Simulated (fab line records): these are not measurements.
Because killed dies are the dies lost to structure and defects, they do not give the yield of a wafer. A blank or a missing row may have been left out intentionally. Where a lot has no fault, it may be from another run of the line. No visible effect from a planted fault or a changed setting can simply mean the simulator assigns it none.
One fault through the eyes of 2 desks    flow gf180mcu    each desk has only its own numbers; what lay behind them comes last

FOR THE TOOL OWNER'S DESK: cvd_w-01
The tool's own readings at GF_V4_CVD_23 (deposits W, target thk 350 nm, time 104.9 s): means of the sampled wafers that have a number, for each lot that ran on this tool. The brackets show how far a lot's mean lies from the usual mean; more than 4 standard deviations puts the lot out of limits, marked OUT.
Columns: A = chamber_pressure_Torr at GF_V4_CVD_23, usual 40.00 Torr; B = heater_power_w at GF_V4_CVD_23, usual 927 W
lot   first seen here  A                        B
L673  day 25 01:44     40.02                    924
L676  day 26 08:39     40.00                    890
L678  day 27 00:52     40.01                    919
L684  day 28 19:52     40.02                    911
L686  day 29 07:53     52.25 (+99 or more) OUT  920
L687  day 29 14:23     52.15 (+99 or more) OUT  926
This desk's verdict: out of limits on L686, L687, starting with L686 at day 29 07:53 (chamber_pressure_Torr at GF_V4_CVD_23). Within limits: L673, L676, L678, L684.

THE METROLOGY DESK
What the gauges read, lot by lot, whatever tool the lot ran on: means of the sampled wafers that have a number. The brackets show how far a lot's mean lies from the usual mean; more than 4 standard deviations puts the lot out of limits, marked OUT.
Columns: A = V4_W_RS at GF_V4_RS_MEAS_24, usual 0.330 ohm/sq; B = V4_W_THK at GF_V4_THK_MEAS_25, usual 353 nm; C = MIM_ALCU_RS at GF_MIM_RS_MEAS_10, usual 0.1601 ohm/sq
lot   first seen here  A                B               C
L673  day 25 01:51     0.332            355             0.1618
L675  day 25 14:55     0.328            353             0.1584
L676  day 26 08:46     0.325            353             0.1626
L678  day 27 00:59     0.329            351             0.1597
L684  day 28 19:59     0.330            358             0.1595
L686  day 29 08:01     0.293 (-10) OUT  395 (+8.9) OUT  0.1590
L687  day 29 14:33     0.286 (-12) OUT  412 (+12) OUT   0.1572
L690  day 30 12:58     0.336            348             0.1612
L691  day 30 15:38     0.332            351             0.1605
L693  day 31 07:10     0.332            354             0.1613
Per this desk, out of limits: L686, L687; the first was L686, day 29 08:01 (V4_W_RS at GF_V4_RS_MEAS_24). Within limits: L673, L675, L676, L678, L684, L690, L691, L693.

TAKEN TOGETHER
At day 29 07:53, on L686, L687, the tool owner's desk was in a position to raise an alarm.
L686, L687 would have let the metrology desk raise an alarm at day 29 08:01.
Of the lots named, all ran GF_V4_CVD_23 on cvd_w-01.

WHAT HAD BEEN PUT IN BY THE SIMULATOR
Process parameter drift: cvd_w-01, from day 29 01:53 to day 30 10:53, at GF_V4_CVD_23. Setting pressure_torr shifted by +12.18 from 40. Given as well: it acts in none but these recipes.
Struck lots among those shown: L686, L687.
Hours from the fault's start to each desk's first reading out of limits: the tool owner's desk, 6; the metrology desk, 6.
